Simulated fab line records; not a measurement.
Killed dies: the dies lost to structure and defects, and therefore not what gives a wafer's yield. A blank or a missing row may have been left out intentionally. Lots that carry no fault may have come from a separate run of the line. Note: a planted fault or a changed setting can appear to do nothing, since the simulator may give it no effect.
Which tool did it? | flow sky130 | 24 lots with 72 wafers sampled at 6 steps, on a route of 708 steps

WHAT THE GAUGES SHOWED, per wafer
SKY_FIELD_ISO_THK_MEAS_04.
lot  | measured    | on           | FIELD_ISO_CVD_03_THK (nm)
L074 | day 1 14:10 | filmMetro-03 | 166.9 166.9 166.6
L075 | day 1 19:25 | filmMetro-03 | 166.2 165.1 166.2
L076 | day 1 23:56 | filmMetro-02 | 164.8 166.0 164.4
L077 | day 2 07:02 | filmMetro-04 | 166.4 164.5 165.7
L078 | day 2 15:28 | filmMetro-03 | 166.7 166.3 168.4
L079 | day 2 15:29 | filmMetro-04 | 164.7 166.3 166.4
L080 | day 2 22:35 | filmMetro-04 | 167.1 167.1 167.4
L081 | day 3 00:29 | filmMetro-03 | 162.3 164.2 162.0
L082 | day 3 05:29 | filmMetro-04 | 164.8 166.0 164.7
L083 | day 3 10:29 | filmMetro-02 | 164.3 163.6 164.1
L084 | day 3 16:05 | filmMetro-03 | 166.8 167.2 166.0
L085 | day 3 20:29 | filmMetro-03 | 163.1 162.0 162.2
L086 | day 4 01:29 | filmMetro-04 | 165.7 164.5 164.1
L087 | day 4 06:52 | filmMetro-03 | 166.0 166.1 166.5
L088 | day 4 14:38 | filmMetro-04 | 164.4 165.0 163.2
L089 | day 4 17:46 | filmMetro-02 | 165.3 163.2 164.0
L090 | day 5 00:04 | filmMetro-03 | 166.7 167.5 165.9
L091 | day 5 02:29 | filmMetro-02 | 165.6 165.9 166.1
L092 | day 5 09:41 | filmMetro-04 | 166.4 165.1 164.3
L093 | day 5 13:55 | filmMetro-03 | 164.9 166.3 166.0
L094 | day 5 17:57 | filmMetro-03 | 163.6 163.6 164.6
L095 | day 5 22:29 | filmMetro-02 | 166.6 166.4 167.0
L096 | day 6 04:16 | filmMetro-04 | 164.1 165.4 163.6
L097 | day 6 08:42 | filmMetro-04 | 164.0 164.6 164.5

SKY_VT_ADJUST_HVTP_TW_MEAS_11.
lot  | measured     | on           | VT_ADJUST_HVTP_TW
L074 | day 6 08:41  | filmMetro-01 | 1336 1342 1336
L075 | day 6 15:12  | filmMetro-01 | 1339 1340 1336
L076 | day 6 17:17  | filmMetro-03 | 1330 1325 1325
L077 | day 6 20:53  | filmMetro-03 | 1326 1324 1329
L078 | day 7 08:23  | filmMetro-01 | 1342 1344 1338
L079 | day 7 12:32  | filmMetro-02 | 1358 1366 1368
L080 | day 7 17:01  | filmMetro-02 | 1359 1366 1357
L081 | day 7 20:52  | filmMetro-02 | 1359 1367 1364
L082 | day 8 01:56  | filmMetro-02 | 1358 1368 1366
L083 | day 8 10:28  | filmMetro-01 | 1335 1337 1330
L084 | day 8 16:59  | filmMetro-02 | 1362 1366 1358
L085 | day 8 23:44  | filmMetro-03 | 1341 1336 1333
L086 | day 9 05:41  | filmMetro-02 | 1351 1355 1353
L087 | day 9 14:20  | filmMetro-02 | 1364 1357 1367
L088 | day 9 19:50  | filmMetro-02 | 1363 1363 1357
L089 | day 9 23:13  | filmMetro-02 | 1355 1350 1354
L090 | day 10 06:38 | filmMetro-02 | 1361 1364 1360
L091 | day 10 11:55 | filmMetro-03 | 1328 1335 1327
L092 | day 10 21:29 | filmMetro-01 | 1331 1332 1331
L093 | day 11 00:01 | filmMetro-01 | 1338 1332 1332
L094 | day 11 09:59 | filmMetro-01 | 1340 1337 1337
L095 | day 11 14:59 | filmMetro-01 | 1338 1337 1338
L096 | day 11 18:19 | filmMetro-01 | 1334 1343 1339
L097 | day 11 23:29 | filmMetro-02 | 1367 1364 1365

SKY_VT_ADJUST_NCORE_CD_MEAS_07: target cd 380 nm.
lot  | measured     | on       | cdNm (nm)
L074 | day 8 20:29  | cdSem-01 | 378.1 378.5 377.5
L075 | day 9 04:21  | cdSem-01 | 377.7 377.4 378.2
L076 | day 9 06:03  | cdSem-02 | 382.0 380.5 382.7
L077 | day 9 10:49  | cdSem-02 | 383.3 378.2 377.7
L078 | day 9 22:52  | cdSem-01 | 377.9 377.0 375.6
L079 | day 10 04:17 | cdSem-02 | 376.1 376.6 375.1
L080 | day 10 09:11 | cdSem-01 | 381.2 374.8 379.8
L081 | day 10 13:57 | cdSem-01 | 381.0 379.8 380.0
L082 | day 10 18:12 | cdSem-01 | 376.9 377.8 375.6
L083 | day 11 04:46 | cdSem-01 | 381.4 381.8 380.2
L084 | day 11 11:31 | cdSem-01 | 384.0 384.1 381.5
L085 | day 11 18:50 | cdSem-02 | 374.8 375.7 373.3
L086 | day 12 01:38 | cdSem-02 | 381.5 377.9 378.2
L087 | day 12 11:13 | cdSem-01 | 379.8 379.6 380.8
L088 | day 12 17:37 | cdSem-01 | 381.7 381.3 382.2
L089 | day 12 22:49 | cdSem-02 | 383.8 384.7 381.2
L090 | day 13 05:54 | cdSem-01 | 379.8 378.1 378.8
L091 | day 13 12:02 | cdSem-02 | 379.8 376.1 380.9
L092 | day 13 23:39 | cdSem-01 | 383.2 383.7 384.5
L093 | day 14 02:37 | cdSem-02 | 375.4 375.3 375.4
L094 | day 14 12:00 | cdSem-02 | 378.5 377.2 376.5
L095 | day 14 18:59 | cdSem-01 | 382.2 383.2 382.5
L096 | day 14 22:47 | cdSem-02 | 378.8 376.9 380.9
L097 | day 15 03:59 | cdSem-01 | 377.3 379.2 379.1

SKY_SONOS_TUNNEL_TW_MEAS_12.
lot  | measured     | on           | SONOS_TUNNEL_TW
L074 | day 11 17:00 | filmMetro-03 | 194.8 194.2 192.1
L075 | day 12 01:07 | filmMetro-01 | 193.2 194.3 194.3
L076 | day 12 03:01 | filmMetro-03 | 193.1 192.4 193.0
L077 | day 12 08:39 | filmMetro-01 | 194.2 194.0 194.7
L078 | day 12 21:55 | filmMetro-01 | 194.4 193.6 193.2
L079 | day 13 05:25 | filmMetro-01 | 192.8 193.6 193.3
L080 | day 13 10:14 | filmMetro-04 | 195.1 194.2 194.2
L081 | day 13 15:15 | filmMetro-04 | 195.2 195.1 195.6
L082 | day 13 21:03 | filmMetro-01 | 192.0 193.9 194.0
L083 | day 14 08:26 | filmMetro-03 | 195.2 196.5 196.1
L084 | day 14 17:13 | filmMetro-01 | 193.7 192.8 194.2
L085 | day 15 00:05 | filmMetro-01 | 194.7 193.5 193.2
L086 | day 15 09:00 | filmMetro-01 | 194.1 194.8 194.1
L087 | day 15 18:59 | filmMetro-03 | 193.6 194.3 194.9
L088 | day 16 01:26 | filmMetro-04 | 195.6 195.4 195.3
L089 | day 16 07:07 | filmMetro-04 | 194.8 195.7 195.4
L090 | day 16 15:16 | filmMetro-01 | 194.7 194.4 194.4
L091 | day 16 22:56 | filmMetro-01 | 194.4 195.3 194.6
L092 | day 17 11:16 | filmMetro-03 | 194.6 195.3 195.0
L093 | day 17 15:44 | filmMetro-03 | 194.8 194.4 193.1
L094 | day 18 01:03 | filmMetro-04 | 196.9 197.1 196.9
L095 | day 18 08:32 | filmMetro-01 | 194.1 194.5 195.0
L096 | day 18 12:48 | filmMetro-01 | 194.6 193.6 194.8
L097 | day 18 19:33 | filmMetro-01 | 195.0 194.0 194.1

EACH LOT AND THE TOOL THAT RAN IT (in order: tool; ch and the chambers of the sampled wafers; start)
lot  | SKY_DNWELL_STRIP_08                | SKY_NWELL_STRIP_25
L074 | plasmaAsher-02 ch 0,1, day 3 11:15 | plasmaAsher-01 ch 0,1, day 5 13:25
L075 | plasmaAsher-02 ch 0,1, day 3 15:26 | plasmaAsher-01 ch 0,1, day 5 19:44
L076 | plasmaAsher-01 ch 0,1, day 3 17:12 | plasmaAsher-02 ch 0,1, day 5 21:52
L077 | plasmaAsher-01 ch 0,1, day 3 20:19 | plasmaAsher-03 ch 0,1, day 6 01:48
L078 | plasmaAsher-01 ch 0,1, day 4 06:16 | plasmaAsher-03 ch 0,1, day 6 12:12
L079 | plasmaAsher-02 ch 0,1, day 4 09:24 | plasmaAsher-02 ch 0,1, day 6 16:34
L080 | plasmaAsher-04 ch 0,1, day 4 13:32 | plasmaAsher-02 ch 0,1, day 6 20:23
L081 | plasmaAsher-02 ch 0,1, day 4 16:45 | plasmaAsher-02 ch 1, day 7 00:46
L082 | plasmaAsher-02 ch 0,1, day 4 20:39 | plasmaAsher-03 ch 0,1, day 7 04:46
L083 | plasmaAsher-04 ch 0,1, day 5 04:27 | plasmaAsher-02 ch 0,1, day 7 13:43
L084 | plasmaAsher-02 ch 0,1, day 5 10:13 | plasmaAsher-03 ch 0,1, day 7 19:34
L085 | plasmaAsher-01 ch 0,1, day 5 14:04 | plasmaAsher-01 ch 0,1, day 8 02:18
L086 | plasmaAsher-01 ch 0,1, day 5 20:49 | plasmaAsher-02 ch 0,1, day 8 07:55
L087 | plasmaAsher-02 ch 0,1, day 6 03:22 | plasmaAsher-01 ch 0,1, day 8 15:45
L088 | plasmaAsher-01 ch 0,1, day 6 07:57 | plasmaAsher-02 ch 0,1, day 8 21:23
L089 | plasmaAsher-04 ch 0,1, day 6 11:52 | plasmaAsher-02 ch 0,1, day 9 00:58
L090 | plasmaAsher-04 ch 0,1, day 6 18:27 | plasmaAsher-03 ch 0,1, day 9 08:58
L091 | plasmaAsher-01 ch 0,1, day 6 22:30 | plasmaAsher-03 ch 1, day 9 13:33
L092 | plasmaAsher-04 ch 0,1, day 7 05:24 | plasmaAsher-03 ch 0,1, day 9 21:39
L093 | plasmaAsher-02 ch 0,1, day 7 09:51 | plasmaAsher-02 ch 0,1, day 10 01:10
L094 | plasmaAsher-02 ch 0,1, day 7 17:03 | plasmaAsher-02 ch 0,1, day 10 10:07
L095 | plasmaAsher-01 ch 1, day 7 21:43   | plasmaAsher-03 ch 0,1, day 10 15:04
L096 | plasmaAsher-01 ch 0,1, day 8 00:57 | plasmaAsher-03 ch 0,1, day 10 17:28
L097 | plasmaAsher-01 ch 0,1, day 8 06:16 | plasmaAsher-03 ch 0,1, day 10 23:19
- SKY_DNWELL_STRIP_08: strips in O2/N2.
- SKY_NWELL_STRIP_25: strips in O2/N2.

AS READ BY THE TOOLS THEMSELVES (means over the sampled wafers that have a number; for cases with no such wafer, the mark the record gives instead)
SKY_DNWELL_STRIP_08.
lot  | tool           | drypumpMotorCurrentA (A) | oesProductAu (a.u.) | stripTimeToEndpointS (s)
L074 | plasmaAsher-02 | 5.7                      | 0.722               | 37.03
L075 | plasmaAsher-02 | 5.6                      | 0.720               | 36.94
L076 | plasmaAsher-01 | 5.0                      | 0.722               | 36.86
L077 | plasmaAsher-01 | 5.0                      | 0.724               | 36.86
L078 | plasmaAsher-01 | 5.2                      | 0.722               | 36.92
L079 | plasmaAsher-02 | 5.7                      | 0.718               | 36.95
L080 | plasmaAsher-04 | 5.2                      | 0.723               | 36.69
L081 | plasmaAsher-02 | 5.7                      | 0.718               | 36.79
L082 | plasmaAsher-02 | 5.6                      | 0.716               | 36.88
L083 | plasmaAsher-04 | 5.2                      | 0.722               | 36.88
L084 | plasmaAsher-02 | 5.7                      | 0.720               | 36.88
L085 | plasmaAsher-01 | 5.2                      | 0.726               | 36.96
L086 | plasmaAsher-01 | 5.0                      | 0.722               | 36.84
L087 | plasmaAsher-02 | 5.6                      | 0.723               | 36.83
L088 | plasmaAsher-01 | 5.2                      | 0.725               | 36.80
L089 | plasmaAsher-04 | 5.2                      | 0.723               | 36.78
L090 | plasmaAsher-04 | 5.1                      | 0.722               | 36.75
L091 | plasmaAsher-01 | 5.0                      | 0.722               | 36.81
L092 | plasmaAsher-04 | 5.2                      | 0.726               | 36.91
L093 | plasmaAsher-02 | 5.6                      | 0.721               | 37.06
L094 | plasmaAsher-02 | 5.7                      | 0.727               | 36.84
L095 | plasmaAsher-01 | 5.4                      | 0.724               | 36.81
L096 | plasmaAsher-01 | 5.2                      | 0.723               | 36.94
L097 | plasmaAsher-01 | 5.0                      | 0.722               | 36.94

SKY_NWELL_STRIP_25.
lot  | tool           | drypumpMotorCurrentA (A) | oesProductAu (a.u.) | stripTimeToEndpointS (s)
L074 | plasmaAsher-01 | 5.2                      | 0.722               | 36.83
L075 | plasmaAsher-01 | 5.2                      | 0.726               | 36.94
L076 | plasmaAsher-02 | 5.7                      | 0.716               | 36.98
L077 | plasmaAsher-03 | 6.0                      | 0.726               | 36.96
L078 | plasmaAsher-03 | 5.9                      | 0.720               | 36.78
L079 | plasmaAsher-02 | 5.6                      | 0.723               | 36.98
L080 | plasmaAsher-02 | 5.7                      | 0.722               | 36.92
L081 | plasmaAsher-02 | 5.7                      | 0.724               | 36.81
L082 | plasmaAsher-03 | 5.9                      | 0.716               | 36.75
L083 | plasmaAsher-02 | 5.6                      | 0.723               | 36.85
L084 | plasmaAsher-03 | 5.9                      | 0.718               | 36.84
L085 | plasmaAsher-01 | 5.2                      | 0.722               | 37.01
L086 | plasmaAsher-02 | 5.7                      | 0.725               | 36.86
L087 | plasmaAsher-01 | 5.2                      | 0.726               | 36.81
L088 | plasmaAsher-02 | 5.7                      | 0.723               | 36.87
L089 | plasmaAsher-02 | 5.6                      | 0.725               | 37.00
L090 | plasmaAsher-03 | 6.0                      | 0.718               | 36.80
L091 | plasmaAsher-03 | 5.9                      | 0.722               | 36.93
L092 | plasmaAsher-03 | 5.9                      | 0.721               | 36.81
L093 | plasmaAsher-02 | 5.6                      | 0.722               | 36.82
L094 | plasmaAsher-02 | 5.6                      | 0.723               | 36.96
L095 | plasmaAsher-03 | 6.0                      | 0.721               | 37.14
L096 | plasmaAsher-03 | 5.9                      | 0.722               | 36.84
L097 | plasmaAsher-03 | 5.9                      | 0.723               | 36.81

THE ANSWER, worked out from the rows above alone
Rule: the usual values come from the lots themselves. Put in order of their means at a reading, lots are off if they are a third of the lots or fewer, leave a main group of 4 or more, and stand apart from it by a gap of 3 or more times the standard deviation of the main group's means; of several such gaps the widest counts. Not used: any main group whose means are identical at the precision the tables above print for the reading. Also off: a lot with no number at a reading for which 4 or more lots have one. Any other lot the step has rows for is counted as sound. Order of review: gauges by route order, followed by the tools' own readings, for which a lot's mean as printed above is used. At the first step where some lot is off, the reading lying furthest off is the one used; lots without a number count as furthest.
Nothing can be told from this: no lot is off at any reading shown.

WHAT THE SIMULATOR HAD PUT IN
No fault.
